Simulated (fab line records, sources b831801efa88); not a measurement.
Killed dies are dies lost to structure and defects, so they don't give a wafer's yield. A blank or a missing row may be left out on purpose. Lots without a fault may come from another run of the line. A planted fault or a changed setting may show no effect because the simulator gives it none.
Which tool did it? | flow sky130 | 14 lots, 40 wafers sampled, at 3 steps of a route of 708

WHAT THE GAUGES READ, wafer by wafer
SKY_VIA3_CD_MEAS_12: target cd 200 nm. Usual: cd_nm 199.4 nm, standard deviation 1.5.
lot  | measured     | on        | cd_nm (nm)        | flag
L100 | day 39 10:31 | cd_sem-01 | 200.8 199.0 199.4 |
L102 | day 40 02:29 | cd_sem-01 | 200.4 199.7 199.6 |
L103 | day 40 13:57 | cd_sem-02 | 199.8 199.4 199.6 |
L104 | day 40 16:20 | cd_sem-02 | 198.7 197.2 197.0 |
L105 | day 41 17:05 | cd_sem-02 | 200.7 200.7 200.3 |
L106 | day 41 21:28 | cd_sem-01 | 201.1 200.4 199.5 |
L107 | day 41 23:21 | cd_sem-02 | 200.4 200.0 198.9 |
L108 | day 42 02:40 | cd_sem-02 | 200.2 199.0 200.4 |
L110 | day 43 03:18 | cd_sem-01 | 198.7 197.7 197.5 |
L112 | day 43 16:50 | cd_sem-01 | 200.5 199.7 198.9 |
L118 | day 44 21:22 | cd_sem-01 | 200.5 200.4 200.6 |
L122 | day 46 02:28 | cd_sem-01 | 199.8             |
L121 | day 46 02:44 | cd_sem-02 | 196.3 198.0 198.1 |
L123 | day 46 04:22 | cd_sem-02 | 197.4 197.5 197.9 |

SKY_CAP2M_THK_MEAS_01. Usual: CAP2M_CVD_00_THK 15.43 nm, standard deviation 0.22.
lot  | measured     | on            | CAP2M_CVD_00_THK (nm) | flag
L100 | day 39 12:16 | film_metro-02 | 15.32 15.46 15.45     |
L102 | day 40 04:16 | film_metro-02 | 15.32 15.70 15.51     |
L103 | day 40 15:43 | film_metro-01 | 15.07 15.21 15.26     |
L104 | day 40 18:08 | film_metro-04 | 15.09 15.37 15.45     |
L105 | day 41 18:47 | film_metro-02 | 15.44 15.38 15.65     |
L106 | day 41 23:10 | film_metro-02 | 15.36 15.39 15.76     |
L107 | day 42 01:03 | film_metro-04 | 15.03 15.46 15.23     |
L108 | day 42 04:20 | film_metro-04 | 15.12 15.47 15.39     |
L110 | day 43 05:02 | film_metro-04 | 15.37 15.48 15.56     |
L112 | day 43 18:31 | film_metro-04 | 15.31 15.64 15.52     |
L118 | day 44 23:03 | film_metro-04 | 15.04 15.20 15.18     |
L122 | day 46 04:10 | film_metro-01 | 15.54                 |
L121 | day 46 04:33 | film_metro-01 | 15.52 15.79 15.59     |
L123 | day 46 06:04 | film_metro-04 | 15.30 14.99 15.09     |

WHICH TOOL RAN EACH LOT (tool, then ch and the chambers of the sampled wafers, then the start)
lot  | SKY_VIA3_ETCH_15
L100 | rie_diel-01 ch 0,1, day 39 10:41
L102 | rie_diel-03 ch 0,1,3, day 40 02:40
L103 | rie_diel-01 ch 0,1,2, day 40 14:09
L104 | rie_diel-03 ch 0,1,3, day 40 16:32
L105 | rie_diel-01 ch 1,3, day 41 17:17
L106 | rie_diel-03 ch 1,2, day 41 21:39
L107 | rie_diel-03 ch 0,1,2, day 41 23:33
L108 | rie_diel-03 ch 0,1,2, day 42 02:49
L110 | rie_diel-02 ch 0,2, day 43 03:29
L112 | rie_diel-03 ch 1,3, day 43 17:00
L118 | rie_diel-03 ch 0,1, day 44 21:33
L122 | rie_diel-01 ch 1, day 46 02:36
L121 | rie_diel-02 ch 1,2,3, day 46 02:54
L123 | rie_diel-02 ch 1,2,3, day 46 04:33
- SKY_VIA3_ETCH_15: etches SiO2 in C4F8/O2/Ar, stops on TiN, target depth 507 nm, time 78 s.

WHAT THE TOOLS THEMSELVES READ (means of the sampled wafers that have a number; where no wafer has one, the mark that the record gives instead)
SKY_VIA3_ETCH_15. Usual: oes_product_au 0.946 a.u., standard deviation 0.0047.
lot  | tool        | oes_product_au (a.u.) | flag
L100 | rie_diel-01 | 0.942                 |
L102 | rie_diel-03 | 0.944                 |
L103 | rie_diel-01 | 0.946                 |
L104 | rie_diel-03 | 0.944                 |
L105 | rie_diel-01 | 0.942                 |
L106 | rie_diel-03 | 0.944                 |
L107 | rie_diel-03 | 0.946                 |
L108 | rie_diel-03 | 0.946                 |
L110 | rie_diel-02 | 0.948                 |
L112 | rie_diel-03 | 0.946                 |
L118 | rie_diel-03 | 0.952                 |
L122 | rie_diel-01 | 0.947                 |
L121 | rie_diel-02 | 0.949                 |
L123 | rie_diel-02 | 0.946                 |

THE ANSWER, worked out from the rows above alone
Rule: a lot is off if the mean of its wafers that have a number lies more than 3 standard deviations from the usual mean. A lot without any number at a reading at which 4 lots or more have one is off too. The other lots that the step has rows for count as sound. The gauges are gone through in route order, then the tools' own readings, and for those a lot's mean is taken as printed above. The first step at which some lot is off is used, and at that step the reading that is off furthest; a lot without a number counts as furthest.
No lot is off at any reading shown: from this, nothing can be told.

WHAT THE SIMULATOR HAD PUT IN
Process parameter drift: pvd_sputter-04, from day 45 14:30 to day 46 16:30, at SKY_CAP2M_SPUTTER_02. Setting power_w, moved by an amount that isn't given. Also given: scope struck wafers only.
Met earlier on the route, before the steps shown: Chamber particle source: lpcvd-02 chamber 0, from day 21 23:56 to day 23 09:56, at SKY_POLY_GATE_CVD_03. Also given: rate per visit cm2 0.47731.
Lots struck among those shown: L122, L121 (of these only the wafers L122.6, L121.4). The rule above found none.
